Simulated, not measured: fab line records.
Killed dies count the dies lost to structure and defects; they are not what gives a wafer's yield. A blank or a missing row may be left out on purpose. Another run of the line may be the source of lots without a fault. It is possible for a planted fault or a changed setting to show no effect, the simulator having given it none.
fab line records	flow sky130
[record] lots = 24	wafers = 72	last-day = 50
route steps=708 shown POLY_GATE@230 LDD_HVN@274 CONTACT@420 METAL1@435 VIA1@471 METAL2@483
lots that met no fault: from a run of the same line without faults
start-h: start of the lot's first displayed wafer, in hours after the record's first day	wait-h: hours from the lot's prior step to this one	" as in the row above	L1.1+2: a row that stands for several wafers	- value missing, or start not given	* or withheld: withheld	< > ~ a bound
route shown NAME@n: a module of which the file shows steps, and the number in the route of the first	usual: mean/standard deviation of fault-free wafers	same: alike in all rows	chamber/n: place in a boat	sites: each site's reading	_std_site: the standard deviation of these	_edge_site: inner sites' mean taken away from outer sites' mean	radius-mm: for every site, how far away it sits from the centre of the wafer	mask NAME#n: copy n	behind: the tool/chamber that last shaped the wafer	hold: what put the lot on hold/how long, in hours/how the hold closed	device: which transistor (n, p or np) failed to switch	end of line: tests of these same wafers at the route's end	a step without rows: its recipe alone	killed: not the wafer's yield, but the dies lost to structure and defects at the first sort	map: a wafer's dies, x killed, . not, _ none there
set.NAME: the setting that was run; set.NAME@STEP: the one run at that earlier step	model.NAME: the simulator's own value behind a step, which no gauge read
steps of the route over a sample of lots; a table a step, a row a wafer
services: from which hour (start-h, from the record's first day; less than 0 if before it) a tool's chamber was out of use, for how many hours, and why
[[steps]]
[step SKY_POLY_GATE_ETCH_16]
[recipe] stop-on = poly-Si	chemistry = CH3F/O2	target = Si3N4	source-w = 400	bias-w = 80	pressure-mtorr = 25	ch3f-flow-sccm = 40	O2_flow_sccm = 30	time-s = 147.5	target-depth-a = 750
[usual] bias-w = 79.97/0.25	drypump-motor-current-A = 6.0/0.37	oes-product-au = 0.641/0.0052	throttle-valve-pct = 10.535/0.01
lot.wafer	tool	chamber	start-h	wait-h	bias-w	drypump-motor-current-A	oes-product-au	rf-hours-counter-h	throttle-valve-pct
L075.2	rie-diel-03	2	385.26	0.0	79.45	5.5	0.655	4	10.549
L075.3	"	3	"	"	79.94	6.1	0.642	10	10.536
L075.6	"	2	"	"	79.98	5.5	0.651	-	10.526
L074.1	rie-diel-01	2	385.68	0.0	80.07	5.3	0.645	3	10.547
L074.4	"	1	"	"	79.89	6.1	0.641	12	10.527
L074.6	"	2	"	"	80.20	5.3	0.643	-	10.527
L076.3	rie-diel-03	0	399.50	0.0	79.91	6.7	0.638	106	10.554
L076.5	"	2	"	"	79.90	5.5	0.643	-	10.557
L076.6	"	3	"	"	80.10	6.1	0.634	-	10.531
L077.3	rie-diel-02	3	412.80	0.0	79.91	6.1	0.642	1	10.518
L077.4	"	0	"	"	80.03	6.2	0.635	9	10.533
L077.5	"	1	"	"	80.11	5.4	0.639	-	10.532
L079.1	rie-diel-02	3	428.98	0.0	79.41	6.1	0.639	2	10.547
L079.4	"	2	"	"	79.91	5.8	0.642	1	10.532
L079.6	"	2	"	"	80.06	5.8	0.639	-	10.528
L078.1	rie-diel-03	2	429.21	0.0	80.03	5.5	0.632	5	10.536
L078.4	"	1	"	"	80.24	6.2	0.637	3	10.523
L078.6	"	1	"	"	79.92	6.3	0.640	-	10.538
L080.2	rie-diel-02	2	438.53	0.0	79.79	5.8	0.635	1	10.521
L080.4	"	1	"	"	80.06	5.4	0.632	70	10.541
L080.6	"	3	"	"	79.78	6.1	0.639	-	10.552
L081.2	rie-diel-01	2	439.78	0.0	79.84	5.3	0.644	4	10.535
L081.3	"	1	"	"	79.87	6.1	0.640	13	10.536
L081.5	"	0	"	"	80.27	6.2	0.642	-	10.524
L082.2	rie-diel-03	3	444.86	0.0	80.05	6.1	0.648	11	10.534
L082.5	"	2	"	"	80.25	5.5	0.651	-	10.529
L082.6	"	1	"	"	79.93	6.3	0.648	-	10.542
L084.4	rie-diel-01	0	463.21	0.0	80.16	6.2	0.636	10	10.541
L084.5	"	3	"	"	80.48	6.0	0.646	-	10.525
L084.6	"	2	"	"	80.00	5.3	0.632	-	10.531
L083.2	rie-diel-03	3	463.87	0.0	80.09	6.1	0.646	12	10.521
L083.5	"	1	"	"	80.17	6.2	0.635	-	10.524
L083.6	"	0	"	"	80.40	6.6	0.638	-	10.528
L085.1	rie-diel-02	2	475.71	0.0	79.93	5.9	0.647	2	10.535
L085.5	"	1	"	"	79.76	5.4	0.638	-	10.547
L085.6	"	0	"	"	80.22	6.2	0.638	-	10.528
L086.2	rie-diel-01	0	477.31	0.0	79.88	6.2	0.638	11	10.528
L086.5	"	0	"	"	79.96	6.2	0.637	-	10.534
L086.6	"	1	"	"	80.12	6.1	0.641	-	10.545
L087.2	rie-diel-03	3	481.02	0.0	79.75	6.1	0.640	12	10.546
L087.3	"	2	"	"	79.42	5.5	0.639	6	10.526
L087.4	"	1	"	"	79.78	6.2	0.633	4	10.536
L088.1	rie-diel-01	3	491.66	0.0	79.90	6.0	0.640	3	10.517
L088.2	"	0	"	"	79.80	6.2	0.642	11	10.541
L088.3	"	2	"	"	79.83	5.3	0.636	5	10.538
L089.3	rie-diel-02	2	496.76	0.0	79.99	5.8	0.637	2	10.535
L089.4	"	3	"	"	80.29	6.1	0.638	3	10.545
L089.5	"	2	"	"	79.95	5.8	0.643	-	10.545
L090.2	rie-diel-03	2	507.17	0.0	79.87	5.5	0.631	7	10.547
L090.3	"	0	"	"	79.85	6.6	0.639	1	10.526
L090.5	"	1	"	"	79.86	6.3	0.637	-	10.525
L091.1	rie-diel-02	3	511.40	0.0	80.34	6.1	0.640	4	10.538
L091.3	"	2	"	"	80.16	5.8	0.637	3	10.551
L091.6	"	0	"	"	79.68	6.2	0.638	-	10.521
L092.2	rie-diel-02	2	522.76	0.0	79.71	5.8	0.647	3	10.535
L092.3	"	1	"	"	80.18	5.4	0.639	72	10.536
L092.4	"	3	"	"	79.98	6.1	0.644	4	10.541
L093.1	rie-diel-02	1	528.07	0.0	79.95	5.4	0.652	72	10.532
L093.3	"	3	"	"	80.06	6.1	0.637	4	10.541
L093.5	"	0	"	"	79.80	6.2	0.635	-	10.515
L094.2	rie-diel-02	1	536.52	0.0	80.06	5.4	0.642	72	10.559
L094.3	"	3	"	"	80.20	6.1	0.646	4	10.535
L094.5	"	3	"	"	80.38	6.1	0.645	-	10.545
L095.1	rie-diel-03	2	550.71	0.0	80.17	5.5	0.634	8	10.542
L095.3	"	0	"	"	80.19	6.7	0.642	2	10.528
L095.6	"	2	"	"	79.99	5.5	0.640	-	10.553
L096.1	rie-diel-01	0	553.07	0.0	79.56	6.2	0.636	12	10.535
L096.3	"	3	"	"	80.22	6.0	0.637	4	10.536
L096.4	"	1	"	"	79.90	6.1	0.635	15	10.553
L097.1	rie-diel-03	0	558.87	0.0	80.46	6.6	0.647	2	10.532
L097.3	"	2	"	"	79.91	5.5	0.644	8	10.523
L097.4	"	3	"	"	79.53	6.1	0.647	13	10.543
[step SKY_LDD_HVN_OVL_MEAS_07]
[usual] LDD_HVN_OVL = -0.4/1.1
lot.wafer	tool	chamber	start-h	wait-h	LDD_HVN_OVL[nm]
L074.1	overlay-01	-	482.43	0.1	1.6
L074.4	"	-	"	"	1.9
L074.6	"	-	"	"	1.9
L075.2	overlay-02	-	482.69	0.1	-2.0
L075.3	"	-	"	"	-1.8
L075.6	"	-	"	"	-2.3
L076.3	overlay-02	-	494.28	0.1	-1.2
L076.5	"	-	"	"	-1.3
L076.6	"	-	"	"	-0.7
L077.3	overlay-02	-	507.79	0.1	1.9
L077.4	"	-	"	"	1.0
L077.5	"	-	"	"	-0.1
L079.1	overlay-01	-	524.47	0.1	0.1
L079.4	"	-	"	"	1.8
L079.6	"	-	"	"	0.9
L078.1	overlay-01	-	525.28	0.1	0.2
L078.4	"	-	"	"	-0.9
L078.6	"	-	"	"	-0.2
L080.2	overlay-01	-	532.67	0.1	-0.1
L080.4	"	-	"	"	0.2
L080.6	"	-	"	"	-0.3
L081.2	overlay-01	-	535.47	0.1	-0.9
L081.3	"	-	"	"	1.3
L081.5	"	-	"	"	0.1
L082.2	overlay-02	-	539.59	0.1	-2.1
L082.5	"	-	"	"	-1.0
L082.6	"	-	"	"	-1.2
L084.4	overlay-01	-	556.85	0.1	-1.6
L084.5	"	-	"	"	0.1
L084.6	"	-	"	"	-0.3
L083.2	overlay-02	-	557.74	0.1	-2.5
L083.5	"	-	"	"	-1.9
L083.6	"	-	"	"	-1.8
L085.1	overlay-02	-	569.53	0.1	-0.3
L085.5	"	-	"	"	0.5
L085.6	"	-	"	"	-0.4
L086.2	overlay-01	-	571.14	0.1	-2.5
L086.5	"	-	"	"	-1.2
L086.6	"	-	"	"	0.6
L087.2	overlay-02	-	573.89	0.1	-1.7
L087.3	"	-	"	"	-1.5
L087.4	"	-	"	"	0.2
L088.1	overlay-01	-	584.44	0.1	0.2
L088.2	"	-	"	"	-0.7
L088.3	"	-	"	"	-0.1
L089.3	overlay-02	-	590.29	0.1	-1.7
L089.4	"	-	"	"	-0.1
L089.5	"	-	"	"	-0.9
L090.2	overlay-02	-	599.49	0.1	-2.0
L090.3	"	-	"	"	0.3
L090.5	"	-	"	"	0.2
L091.1	overlay-02	-	603.87	0.1	-1.1
L091.3	"	-	"	"	0.9
L091.6	"	-	"	"	0.1
L092.2	overlay-01	-	615.19	0.1	-0.7
L092.3	"	-	"	"	-1.4
L092.4	"	-	"	"	-1.2
L093.1	overlay-02	-	620.93	0.1	-1.3
L093.3	"	-	"	"	0.1
L093.5	"	-	"	"	1.0
L094.2	overlay-01	-	628.47	0.1	0.6
L094.3	"	-	"	"	0.8
L094.5	"	-	"	"	1.6
L095.1	overlay-02	-	643.49	0.1	-0.9
L095.3	"	-	"	"	-1.5
L095.6	"	-	"	"	-1.5
L096.1	overlay-01	-	645.33	0.1	-0.9
L096.3	"	-	"	"	-0.5
L096.4	"	-	"	"	-0.6
L097.1	overlay-02	-	653.23	0.1	0.8
L097.3	"	-	"	"	0.3
L097.4	"	-	"	"	-0.2
[step SKY_CONTACT_CD_MEAS_14]
[recipe] target-cd-nm = 170
[usual] cd-nm = 170.1/1.4
lot.wafer	tool	chamber	start-h	wait-h	cd-nm
L074.1	cd-sem-02	-	749.71	-	172.1
L074.4	"	-	"	"	171.1
L074.6	"	-	"	"	170.4
L075.2	cd-sem-02	-	752.74	-	170.8
L075.3	"	-	"	"	170.6
L075.6	"	-	"	"	171.7
L076.3	cd-sem-01	-	764.56	-	171.6
L076.5	"	-	"	"	171.3
L076.6	"	-	"	"	171.8
L077.3	cd-sem-02	-	776.76	-	169.4
L077.4	"	-	"	"	167.9
L077.5	"	-	"	"	169.9
L079.1	cd-sem-01	-	787.41	-	172.3
L079.4	"	-	"	"	170.8
L079.6	"	-	"	"	170.3
L078.1	cd-sem-02	-	788.96	-	168.7
L078.4	"	-	"	"	168.4
L078.6	"	-	"	"	167.9
L080.2	cd-sem-01	-	796.84	-	169.9
L080.4	"	-	"	"	168.7
L080.6	"	-	"	"	168.2
L081.2	cd-sem-02	-	798.21	-	169.7
L081.3	"	-	"	"	170.1
L081.5	"	-	"	"	171.5
L082.2	cd-sem-02	-	801.98	-	170.1
L082.5	"	-	"	"	168.7
L082.6	"	-	"	"	168.5
L084.4	cd-sem-01	-	816.57	-	170.6
L084.5	"	-	"	"	170.6
L084.6	"	-	"	"	172.5
L083.2	cd-sem-01	-	818.81	-	169.7
L083.5	"	-	"	"	170.3
L083.6	"	-	"	"	168.9
L085.1	cd-sem-01	-	827.22	-	168.3
L085.5	"	-	"	"	167.2
L085.6	"	-	"	"	167.5
L086.2	cd-sem-02	-	830.27	-	171.5
L086.5	"	-	"	"	171.1
L086.6	"	-	"	"	170.0
L087.2	cd-sem-02	-	830.39	-	170.3
L087.3	"	-	"	"	169.4
L087.4	"	-	"	"	169.8
L088.1	cd-sem-02	-	839.59	-	169.3
L088.2	"	-	"	"	168.6
L088.3	"	-	"	"	167.1
L089.3	cd-sem-02	-	845.25	-	170.6
L089.4	"	-	"	"	170.4
L089.5	"	-	"	"	169.9
L090.2	cd-sem-01	-	853.58	-	169.2
L090.3	"	-	"	"	168.1
L090.5	"	-	"	"	168.8
L091.1	cd-sem-01	-	856.16	-	171.1
L091.3	"	-	"	"	171.4
L091.6	"	-	"	"	171.2
L092.2	cd-sem-02	-	868.46	-	169.2
L092.3	"	-	"	"	169.3
L092.4	"	-	"	"	168.8
L093.1	cd-sem-02	-	874.56	-	171.6
L093.3	"	-	"	"	171.6
L093.5	"	-	"	"	172.0
L094.2	cd-sem-01	-	879.21	-	169.6
L094.3	"	-	"	"	170.9
L094.5	"	-	"	"	171.8
L095.1	cd-sem-01	-	892.66	-	170.3
L095.3	"	-	"	"	170.6
L095.6	"	-	"	"	170.9
L096.1	cd-sem-01	-	893.57	-	170.4
L096.3	"	-	"	"	170.5
L096.4	"	-	"	"	169.1
L097.1	cd-sem-01	-	901.06	-	171.7
L097.3	"	-	"	"	172.0
L097.4	"	-	"	"	172.1
[step SKY_METAL1_SPUTTER_01]
[recipe] material = TiN	target-thk-nm = 20	power-w = 6500	time-s = 16.7	chamber-pressure-pa = 0.4
[usual] throttle-valve-pct = 30.0/1.1
lot.wafer	tool	chamber	start-h	wait-h	throttle-valve-pct
L074.1	pvd-sputter-02	-	751.27	0.0	30.4
L074.4	"	-	"	"	32.2
L074.6	"	-	"	"	29.5
L075.2	pvd-sputter-03	-	754.28	0.0	30.2
L075.3	"	-	"	"	30.3
L075.6	"	-	"	"	29.1
L076.3	pvd-sputter-01	-	766.50	0.0	29.7
L076.5	"	-	"	"	29.4
L076.6	"	-	"	"	30.3
L077.3	pvd-sputter-01	-	778.33	0.0	29.5
L077.4	"	-	"	"	30.2
L077.5	"	-	"	"	29.3
L079.1	pvd-sputter-03	-	788.98	0.0	28.1
L079.4	"	-	"	"	30.5
L079.6	"	-	"	"	27.9
L078.1	pvd-sputter-03	-	790.51	0.0	28.2
L078.4	"	-	"	"	29.1
L078.6	"	-	"	"	30.3
L080.2	pvd-sputter-01	-	798.45	0.0	29.5
L080.4	"	-	"	"	29.2
L080.6	"	-	"	"	29.9
L081.2	pvd-sputter-03	-	799.81	0.0	27.9
L081.3	"	-	"	"	29.0
L081.5	"	-	"	"	30.3
L082.2	pvd-sputter-03	-	803.51	0.0	28.4
L082.5	"	-	"	"	30.3
L082.6	"	-	"	"	28.1
L084.4	pvd-sputter-01	-	818.06	0.0	30.3
L084.5	"	-	"	"	29.7
L084.6	"	-	"	"	29.5
L083.2	pvd-sputter-02	-	820.35	0.0	30.4
L083.5	"	-	"	"	30.4
L083.6	"	-	"	"	29.1
L085.1	pvd-sputter-01	-	828.84	0.0	30.3
L085.5	"	-	"	"	30.7
L085.6	"	-	"	"	29.7
L086.2	pvd-sputter-02	-	831.88	0.0	30.5
L086.5	"	-	"	"	30.4
L086.6	"	-	"	"	32.0
L087.2	pvd-sputter-01	-	832.06	0.0	29.6
L087.3	"	-	"	"	30.6
L087.4	"	-	"	"	29.6
L088.1	pvd-sputter-01	-	841.37	0.0	29.7
L088.2	"	-	"	"	29.5
L088.3	"	-	"	"	30.4
L089.3	pvd-sputter-01	-	846.76	0.0	30.3
L089.4	"	-	"	"	29.5
L089.5	"	-	"	"	29.5
L090.2	pvd-sputter-03	-	855.11	0.0	29.1
L090.3	"	-	"	"	30.4
L090.5	"	-	"	"	27.9
L091.1	pvd-sputter-02	-	857.75	0.0	29.6
L091.3	"	-	"	"	33.0
L091.6	"	-	"	"	32.1
L092.2	pvd-sputter-01	-	870.00	0.0	29.6
L092.3	"	-	"	"	29.6
L092.4	"	-	"	"	29.0
L093.1	pvd-sputter-01	-	876.11	0.0	29.7
L093.3	"	-	"	"	29.6
L093.5	"	-	"	"	29.4
L094.2	pvd-sputter-03	-	880.74	0.0	30.4
L094.3	"	-	"	"	29.2
L094.5	"	-	"	"	30.4
L095.1	pvd-sputter-02	-	894.21	0.0	32.0
L095.3	"	-	"	"	29.1
L095.6	"	-	"	"	29.5
L096.1	pvd-sputter-01	-	895.12	0.0	30.2
L096.3	"	-	"	"	29.9
L096.4	"	-	"	"	29.4
L097.1	pvd-sputter-03	-	902.61	0.0	28.4
L097.3	"	-	"	"	30.5
L097.4	"	-	"	"	29.2
[step SKY_VIA1_OVL_MEAS_13]
[usual] VIA1_OVL = 3/6.1
lot.wafer	tool	chamber	start-h	wait-h	VIA1_OVL[nm]
L074.1	overlay-01	-	806.75	0.1	-4
L074.4	"	-	"	"	1
L074.6	"	-	"	"	-6
L075.2	overlay-02	-	809.51	0.1	7
L075.3	"	-	"	"	9
L075.6	"	-	"	"	1
L076.3	overlay-02	-	821.17	0.1	3
L076.5	"	-	"	"	0
L076.6	"	-	"	"	5
L077.3	overlay-02	-	832.57	0.1	-3
L077.4	"	-	"	"	-5
L077.5	"	-	"	"	-7
L079.1	overlay-02	-	843.70	0.1	8
L079.4	"	-	"	"	10
L079.6	"	-	"	"	11
L078.1	overlay-01	-	844.18	0.1	-4
L078.4	"	-	"	"	1
L078.6	"	-	"	"	4
L080.2	overlay-02	-	851.66	0.1	-2
L080.4	"	-	"	"	-5
L080.6	"	-	"	"	-7
L081.2	overlay-02	-	853.71	0.1	15
L081.3	"	-	"	"	3
L081.5	"	-	"	"	-2
L082.2	overlay-01	-	857.01	0.1	9
L082.5	"	-	"	"	11
L082.6	"	-	"	"	12
L084.4	overlay-01	-	870.97	0.1	6
L084.5	"	-	"	"	-3
L084.6	"	-	"	"	10
L083.2	overlay-02	-	873.11	0.1	-12
L083.5	"	-	"	"	4
L083.6	"	-	"	"	-11
L085.1	overlay-02	-	882.00	0.1	10
L085.5	"	-	"	"	13
L085.6	"	-	"	"	13
L086.2	overlay-02	-	883.66	0.1	6
L086.5	"	-	"	"	-5
L086.6	"	-	"	"	11
L087.2	overlay-01	-	883.98	0.1	4
L087.3	"	-	"	"	2
L087.4	"	-	"	"	7
L088.1	overlay-02	-	893.13	0.1	13
L088.2	"	-	"	"	15
L088.3	"	-	"	"	14
L089.3	overlay-02	-	899.56	0.1	8
L089.4	"	-	"	"	4
L089.5	"	-	"	"	9
L090.2	overlay-02	-	905.96	0.1	-1
L090.3	"	-	"	"	0
L090.5	"	-	"	"	5
L091.1	overlay-02	-	909.75	0.1	-3
L091.3	"	-	"	"	-3
L091.6	"	-	"	"	10
L092.2	overlay-01	-	921.74	0.1	5
L092.3	"	-	"	"	3
L092.4	"	-	"	"	11
L093.1	overlay-02	-	927.72	0.1	-8
L093.3	"	-	"	"	2
L093.5	"	-	"	"	2
L094.2	overlay-01	-	931.36	0.1	4
L094.3	"	-	"	"	-2
L094.5	"	-	"	"	-3
L095.1	overlay-01	-	946.56	0.1	-1
L095.3	"	-	"	"	-2
L095.6	"	-	"	"	-2
L096.1	overlay-01	-	946.91	0.1	9
L096.3	"	-	"	"	11
L096.4	"	-	"	"	11
L097.1	overlay-01	-	953.63	0.1	8
L097.3	"	-	"	"	6
L097.4	"	-	"	"	3
[step SKY_METAL2_SPUTTER_00]
[recipe] material = Ti	target-thk-nm = 15	power-w = 3000	time-s = 10	chamber-pressure-pa = 0.4
[usual] throttle-valve-pct = 29.6/0.85
lot.wafer	tool	chamber	start-h	wait-h	throttle-valve-pct
L074.1	pvd-sputter-04	-	808.10	0.1	28.0
L074.4	"	-	"	"	29.1
L074.6	"	-	"	"	30.7
L075.2	pvd-sputter-04	-	810.86	0.2	29.5
L075.3	"	-	"	"	29.8
L075.6	"	-	"	"	28.2
L076.3	pvd-sputter-01	-	822.51	0.2	30.6
L076.5	"	-	"	"	29.5
L076.6	"	-	"	"	29.6
L077.3	pvd-sputter-01	-	833.91	0.1	29.4
L077.4	"	-	"	"	30.3
L077.5	"	-	"	"	29.5
L079.1	pvd-sputter-03	-	845.13	0.1	28.3
L079.4	"	-	"	"	29.1
L079.6	"	-	"	"	30.6
L078.1	pvd-sputter-04	-	845.58	0.2	29.5
L078.4	"	-	"	"	29.7
L078.6	"	-	"	"	30.8
L080.2	pvd-sputter-03	-	853.04	0.1	29.3
L080.4	"	-	"	"	28.1
L080.6	"	-	"	"	30.3
L081.2	pvd-sputter-04	-	855.10	0.2	29.8
L081.3	"	-	"	"	30.9
L081.5	"	-	"	"	29.5
L082.2	pvd-sputter-01	-	858.36	0.1	30.2
L082.5	"	-	"	"	30.2
L082.6	"	-	"	"	29.4
L084.4	pvd-sputter-04	-	872.30	0.2	28.0
L084.5	"	-	"	"	29.6
L084.6	"	-	"	"	31.0
L083.2	pvd-sputter-04	-	874.45	0.2	28.0
L083.5	"	-	"	"	28.2
L083.6	"	-	"	"	30.7
L085.1	pvd-sputter-03	-	883.36	0.1	30.1
L085.5	"	-	"	"	30.4
L085.6	"	-	"	"	30.3
L086.2	pvd-sputter-04	-	885.01	0.2	29.6
L086.5	"	-	"	"	30.8
L086.6	"	-	"	"	28.2
L087.2	pvd-sputter-03	-	885.36	0.2	30.3
L087.3	"	-	"	"	28.2
L087.4	"	-	"	"	29.1
L088.1	pvd-sputter-04	-	894.48	0.2	28.3
L088.2	"	-	"	"	30.6
L088.3	"	-	"	"	29.4
L089.3	pvd-sputter-03	-	900.90	0.2	30.1
L089.4	"	-	"	"	28.3
L089.5	"	-	"	"	30.4
L090.2	pvd-sputter-03	-	907.39	0.1	29.3
L090.3	"	-	"	"	30.5
L090.5	"	-	"	"	28.3
L091.1	pvd-sputter-01	-	911.23	0.1	29.5
L091.3	"	-	"	"	29.4
L091.6	"	-	"	"	30.7
L092.2	pvd-sputter-04	-	923.09	0.2	29.2
L092.3	"	-	"	"	29.6
L092.4	"	-	"	"	28.0
L093.1	pvd-sputter-01	-	929.11	0.1	29.6
L093.3	"	-	"	"	29.2
L093.5	"	-	"	"	29.3
L094.2	pvd-sputter-01	-	932.71	0.2	29.8
L094.3	"	-	"	"	30.5
L094.5	"	-	"	"	29.5
L095.1	pvd-sputter-04	-	948.00	0.1	28.1
L095.3	"	-	"	"	29.3
L095.6	"	-	"	"	27.9
L096.1	pvd-sputter-01	-	948.26	0.1	29.8
L096.3	"	-	"	"	30.3
L096.4	"	-	"	"	29.5
L097.1	pvd-sputter-01	-	954.98	0.2	29.4
L097.3	"	-	"	"	29.8
L097.4	"	-	"	"	30.3
[[services]]
tool	chamber	start-h	hours	kind
pvd-sputter-03	-	413.99	1.4	repair
pvd-sputter-04	-	442.25	0.5	repair
pvd-sputter-04	-	445.09	9.9	repair
rie-diel-03	0	469.52	7.9	repair
rie-diel-03	-	474.19	3.3	repair
rie-diel-02	0	477.89	3.3	repair
pvd-sputter-03	-	504.48	10.1	repair
rie-diel-02	1	504.98	13.9	repair
pvd-sputter-01	-	513.58	13.8	repair
rie-diel-03	-	518.16	0.4	repair
pvd-sputter-01	-	539.63	0.9	repair
rie-diel-02	3	556.27	4.5	repair
pvd-sputter-01	-	560.18	7.4	repair
rie-diel-02	1	567.77	8.3	repair
rie-diel-03	3	570.04	6.8	repair
rie-diel-02	3	574.59	2.7	repair
rie-diel-02	2	607.16	3.0	repair
rie-diel-02	0	625.83	4.8	repair
pvd-sputter-04	-	740.27	6.1	repair
pvd-sputter-01	-	802.79	0.7	repair
pvd-sputter-03	-	865.21	0.6	repair
pvd-sputter-01	-	887.20	4.6	repair
pvd-sputter-04	-	890.47	2.5	repair
pvd-sputter-03	-	939.12	3.3	repair
[[key]]
fault none
